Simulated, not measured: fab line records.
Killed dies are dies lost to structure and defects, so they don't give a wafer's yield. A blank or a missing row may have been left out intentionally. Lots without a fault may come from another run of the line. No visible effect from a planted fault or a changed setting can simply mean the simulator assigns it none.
What tool caused it?    flow sky130    Sampling: 24 lots, 72 wafers, 6 of 708 route steps

== WHAT EACH GAUGE READ, for each wafer ==
SKY_FIELD_ISO_BOW_MEAS_00. Usual: for INCOMING_BOW the level is -1 um and the standard deviation is 6.2.
lot   measured     on             INCOMING_BOW (um)  flag
L074  day 1 10:02  film-metro-02  0 -6 6             
L075  day 1 15:01  film-metro-02  3 -5 -1            
L076  day 1 20:00  film-metro-01  6 0 7              
L077  day 2 01:02  film-metro-01  -3 4 -8            
L078  day 2 06:02  film-metro-01  -2 5 -1            
L079  day 2 11:00  film-metro-04  -4 -4 9            
L080  day 2 16:01  film-metro-01  -4 -15 6           
L081  day 2 21:00  film-metro-02  3 -3 -1            
L082  day 3 02:00  film-metro-02  4 1 -4             
L083  day 3 07:00  film-metro-02  -6 3 -7            
L084  day 3 12:00  film-metro-01  14 0 8             
L085  day 3 17:01  film-metro-02  -4 -1 -4           
L086  day 3 22:04  film-metro-02  -4 0 3             
L087  day 4 03:00  film-metro-01  7 -1 3             
L088  day 4 08:01  film-metro-01  -1 -8 9            
L089  day 4 13:02  film-metro-02  2 -3 3             
L090  day 4 18:00  film-metro-01  -3 0 -8            
L091  day 4 23:02  film-metro-04  -9 5 4             
L092  day 5 04:00  film-metro-02  0 -4 -8            
L093  day 5 09:01  film-metro-02  3 -1 -4            
L094  day 5 14:01  film-metro-04  5 -8 -11           
L095  day 5 19:00  film-metro-01  -11 -6 -1          
L096  day 6 00:00  film-metro-01  1 -2 -13           
L097  day 6 05:01  film-metro-01  2 11 3             

SKY_LI_CONTACT_THK_MEAS_23: measures by xrf. Usual: for LI_CONTACT_W_THK the level is 386 nm and the standard deviation is 4.8.
lot   measured      on             LI_CONTACT_W_THK (nm)  flag
L074  day 30 00:22  film-metro-01  383 384 385            
L075  day 30 13:11  film-metro-02  394 387 398            
L076  day 30 08:25  film-metro-03  390 387 389            
L077  day 30 18:53  film-metro-01  391 393 385            
L078  day 31 01:58  film-metro-03  390 384 386            
L079  day 31 05:22  film-metro-03  391 384 388            
L080  day 31 11:55  film-metro-03  385 387 384            
L081  day 32 01:07  film-metro-01  385 393 393            
L082  day 32 12:05  film-metro-03  387 385 389            
L083  day 32 11:44  film-metro-03  394 393 396            
L084  day 32 18:59  film-metro-02  391 388 390            
L085  day 32 23:07  film-metro-01  382 374 387            
L086  day 33 16:11  film-metro-02  394 397 392            
L087  day 34 04:34  film-metro-03  380 381 388            
L088  day 34 10:40  film-metro-02  392 387 384            
L089  day 34 14:50  film-metro-01  395 387 385            
L090  day 34 16:02  film-metro-02  379 379 379            
L091  day 35 02:35  film-metro-02  385 381 381            
L092  day 35 13:16  film-metro-02  388 384 392            
L093  day 35 23:39  film-metro-02  384 380 386            
L094  day 36 05:07  film-metro-03  384 383 385            
L095  day 36 09:22  film-metro-01  389 382 379            
L096  day 36 14:49  film-metro-03  386 385 380            
L097  day 36 15:24  film-metro-02  384 383 383            

SKY_VIA1_RS_MEAS_22: a four-point-probe measurement. Usual: for VIA1_W_RS the level is 0.424 ohm/sq and the standard deviation is 0.004.
lot   measured      on             VIA1_W_RS (ohm/sq)  flag
L074  day 34 18:25  film-metro-03  0.423 0.425 0.420   
L075  day 35 07:42  film-metro-02  0.426 0.422 0.422   
L076  day 35 01:58  film-metro-01  0.430 0.423 0.424   
L077  day 35 12:23  film-metro-01  0.426 0.429 0.430   
L078  day 35 21:05  film-metro-02  0.431 0.433 0.423   
L079  day 35 22:40  film-metro-03  0.430 0.423 0.424   
L080  day 36 04:17  film-metro-01  0.423 0.430 0.421   
L081  day 36 18:58  film-metro-03  0.425 0.423 0.431   
L082  day 37 05:00  film-metro-01  0.421 0.417 0.418   
L083  day 37 03:26  film-metro-03  0.428 0.425 0.429   
L084  day 37 12:02  film-metro-02  0.421 0.417 0.420   
L085  day 37 14:05  film-metro-03  0.423 0.425 0.426   
L086  day 38 07:25  film-metro-03  0.425 0.418 0.428   
L087  day 38 18:01  film-metro-02  0.425 0.415 0.417   
L088  day 39 00:11  film-metro-03  0.419 0.425 0.423   
L089  day 39 05:04  film-metro-02  0.425 0.417 0.421   
L090  day 39 05:44  film-metro-02  0.429 0.424 0.421   
L091  day 39 16:37  film-metro-01  0.426 0.420 0.422   
L092  day 40 02:28  film-metro-03  0.421 0.425 0.421   
L093  day 40 12:46  film-metro-03  0.419 0.420 0.422   
L094  day 40 18:12  film-metro-03  0.424 0.422 0.420   
L095  day 40 20:20  film-metro-01  0.425 0.423 0.430   
L096  day 41 01:01  film-metro-01  0.423 0.420 0.425   
L097  day 41 02:28  film-metro-03  0.416 0.424 0.424   

SKY_METAL2_CD_MEAS_15: the cd target is 140 nm. Usual: cd-nm 140.3 nm, standard deviation 1.5.
lot   measured      on         cd-nm (nm)         flag
L074  day 35 21:26  cd-sem-02  137.8 140.9 140.8  
L075  day 36 10:31  cd-sem-01  136.9 136.2 136.4  
L076  day 36 05:18  cd-sem-01  141.4 142.1 141.5  
L077  day 36 14:25  cd-sem-01  139.1 140.4 140.2  
L078  day 36 23:20  cd-sem-02  138.9 139.6 140.1  
L079  day 37 02:02  cd-sem-02  139.5 139.9 139.0  
L080  day 37 06:52  cd-sem-02  141.5 141.0 141.9  
L081  day 37 22:14  cd-sem-01  139.4 139.8 139.6  
L082  day 38 07:11  cd-sem-02  140.8 140.1 139.8  
L083  day 38 06:20  cd-sem-01  141.2 140.6 140.4  
L084  day 38 14:12  cd-sem-02  140.8 140.0 140.8  
L085  day 38 16:01  cd-sem-02  142.4 143.4 141.6  
L086  day 39 09:55  cd-sem-01  139.9 140.9 140.6  
L087  day 39 20:12  cd-sem-01  137.9 139.3 137.0  
L088  day 40 02:33  cd-sem-02  141.3 141.4 139.7  
L089  day 40 06:34  cd-sem-02  140.2 139.8 140.0  
L090  day 40 07:38  cd-sem-01  142.6 142.1 142.2  
L091  day 40 18:19  cd-sem-02  139.4 139.2 140.2  
L092  day 41 03:17  cd-sem-02  141.6 142.1 142.3  
L093  day 41 13:27  cd-sem-01  140.2 140.6 141.1  
L094  day 41 18:33  cd-sem-01  138.5 141.3 138.5  
L095  day 41 20:44  cd-sem-01  138.6 140.0 138.3  
L096  day 42 01:50  cd-sem-01  140.0 140.0 139.7  
L097  day 42 03:18  cd-sem-02  141.1 142.2 141.0  

SKY_METAL2_OVL_MEAS_16. Usual: for METAL2_OVL the level is 4 nm and the standard deviation is 6.4.
lot   measured      on          METAL2_OVL (nm)  flag
L074  day 35 21:33  overlay-01  -15 -15 -10      
L075  day 36 10:37  overlay-01  9 4 2            
L076  day 36 05:25  overlay-02  -5 0 4           
L077  day 36 14:31  overlay-01  12 11 3          
L078  day 36 23:26  overlay-02  14 5 14          
L079  day 37 02:09  overlay-01  -10 -11 -13      
L080  day 37 06:58  overlay-01  0 6 -5           
L081  day 37 22:21  overlay-02  5 -2 3           
L082  day 38 07:18  overlay-02  -5 0 3           
L083  day 38 06:27  overlay-01  0 -5 6           
L084  day 38 14:19  overlay-02  9 10 9           
L085  day 38 16:08  overlay-02  5 0 -2           
L086  day 39 09:59  overlay-02  7 0 9            
L087  day 39 20:19  overlay-01  9 11 9           
L088  day 40 02:40  overlay-02  -1 2 0           
L089  day 40 06:40  overlay-01  7 6 -1           
L090  day 40 07:45  overlay-02  3 7 5            
L091  day 40 18:25  overlay-01  2 1 -1           
L092  day 41 03:24  overlay-02  6 1 7            
L093  day 41 13:34  overlay-02  11 12 8          
L094  day 41 18:40  overlay-02  8 3 14           
L095  day 41 20:51  overlay-01  9 6 1            
L096  day 42 01:57  overlay-02  10 8 7           
L097  day 42 03:25  overlay-02  -3 3 0           

== WHAT TOOL EACH LOT RAN ON (gives the tool, then ch and the chambers of the sampled wafers, and finally the start) ==
lot   SKY_VIA1_STRIP_16
L074  plasma-asher-03 ch 0,1, day 34 17:40
L075  plasma-asher-02 ch 0,1, day 35 06:55
L076  plasma-asher-02 ch 0,1, day 35 01:10
L077  plasma-asher-03 ch 0,1, day 35 11:38
L078  plasma-asher-01 ch 0,1, day 35 20:20
L079  plasma-asher-01 ch 0,1, day 35 21:55
L080  plasma-asher-01 ch 0,1, day 36 03:31
L081  plasma-asher-03 ch 0,1, day 36 18:11
L082  plasma-asher-03 ch 0,1, day 37 04:16
L083  plasma-asher-01 ch 0,1, day 37 02:40
L084  plasma-asher-02 ch 0,1, day 37 11:16
L085  plasma-asher-02 ch 0,1, day 37 13:14
L086  plasma-asher-03 ch 0,1, day 38 06:38
L087  plasma-asher-02 ch 0,1, day 38 17:17
L088  plasma-asher-01 ch 0,1, day 38 23:26
L089  plasma-asher-01 ch 0,1, day 39 04:19
L090  plasma-asher-02 ch 0,1, day 39 04:59
L091  plasma-asher-03 ch 0,1, day 39 15:52
L092  plasma-asher-01 ch 0,1, day 40 01:43
L093  plasma-asher-03 ch 0, day 40 11:37
L094  plasma-asher-01 ch 0,1, day 40 17:05
L095  plasma-asher-01 ch 0,1, day 40 19:35
L096  plasma-asher-03 ch 0,1, day 41 00:17
L097  plasma-asher-01 ch 0, day 41 01:41
- SKY_VIA1_STRIP_16: strips in O2/N2.

== AS READ BY THE TOOLS THEMSELVES (means over the sampled wafers that have a number; for cases with no such wafer, the mark the record gives instead) ==
SKY_VIA1_STRIP_16. Usual: chamber-pressure-mTorr 1499.8 mTorr, standard deviation 1.3; drypump-motor-current-A 5.8 A, standard deviation 0.41; n2-flow-sccm 300.1 sccm, standard deviation 0.86; oes-product-au 0.416 a.u., standard deviation 0.0044; strip-time-to-endpoint-s 4.467 s, standard deviation 0.017.
lot   tool             chamber-pressure-mTorr (mTorr)  drypump-motor-current-A (A)  n2-flow-sccm (sccm)  oes-product-au (a.u.)  strip-time-to-endpoint-s (s)  flag
L074  plasma-asher-03  1499.7                          5.4                          300.6                0.416                  4.478                         
L075  plasma-asher-02  1500.7                          6.2                          298.9                0.417                  4.461                         
L076  plasma-asher-02  1497.8                          6.2                          300.3                0.415                  4.463                         
L077  plasma-asher-03  1498.7                          5.4                          299.8                0.413                  4.472                         
L078  plasma-asher-01  1500.8                          5.6                          300.3                0.413                  4.451                         
L079  plasma-asher-01  1500.2                          5.9                          300.4                0.417                  4.488                         
L080  plasma-asher-01  1499.1                          5.6                          299.1                0.417                  4.455                         
L081  plasma-asher-03  1498.8                          5.4                          299.7                0.415                  4.464                         
L082  plasma-asher-03  1499.3                          5.4                          300.5                0.415                  4.483                         
L083  plasma-asher-01  1499.8                          5.6                          299.7                0.411                  4.455                         
L084  plasma-asher-02  1499.6                          6.2                          300.0                0.414                  4.478                         
L085  plasma-asher-02  1498.7                          6.3                          300.4                0.414                  4.468                         
L086  plasma-asher-03  1500.3                          5.4                          299.7                0.415                  4.474                         
L087  plasma-asher-02  1500.7                          6.2                          301.2                0.412                  4.474                         
L088  plasma-asher-01  1500.1                          5.9                          299.9                0.421                  4.479                         
L089  plasma-asher-01  1499.0                          5.9                          299.5                0.416                  4.449                         
L090  plasma-asher-02  1498.8                          6.2                          300.2                0.420                  4.467                         
L091  plasma-asher-03  1500.6                          5.4                          299.6                0.417                  4.465                         
L092  plasma-asher-01  1500.6                          5.7                          299.7                0.418                  4.475                         
L093  plasma-asher-03  1500.2                          5.3                          300.1                0.414                  4.458                         
L094  plasma-asher-01  1500.0                          5.9                          299.5                0.420                  4.454                         
L095  plasma-asher-01  1501.0                          5.6                          300.0                0.417                  4.479                         
L096  plasma-asher-03  1498.9                          5.4                          299.6                0.415                  4.468                         
L097  plasma-asher-01  1500.3                          5.4                          299.6                0.413                  4.434                         

== THE ANSWER, worked out from the rows above alone ==
Rule: take the mean of a lot's wafers that have a number; if it is more than 3 standard deviations from the usual mean, the lot is off. Also off: a lot with no number at a reading for which 4 or more lots have one. Where the step has rows for the other lots, those lots are counted as sound. Order of review: gauges by route order, followed by the tools' own readings, for which a lot's mean as printed above is used. At the first step where some lot is off, the reading lying furthest off is the one used; lots without a number count as furthest.
No lot is off on any of the readings shown, so nothing can be concluded from this.

== WHAT THE SIMULATOR HAD PUT IN ==
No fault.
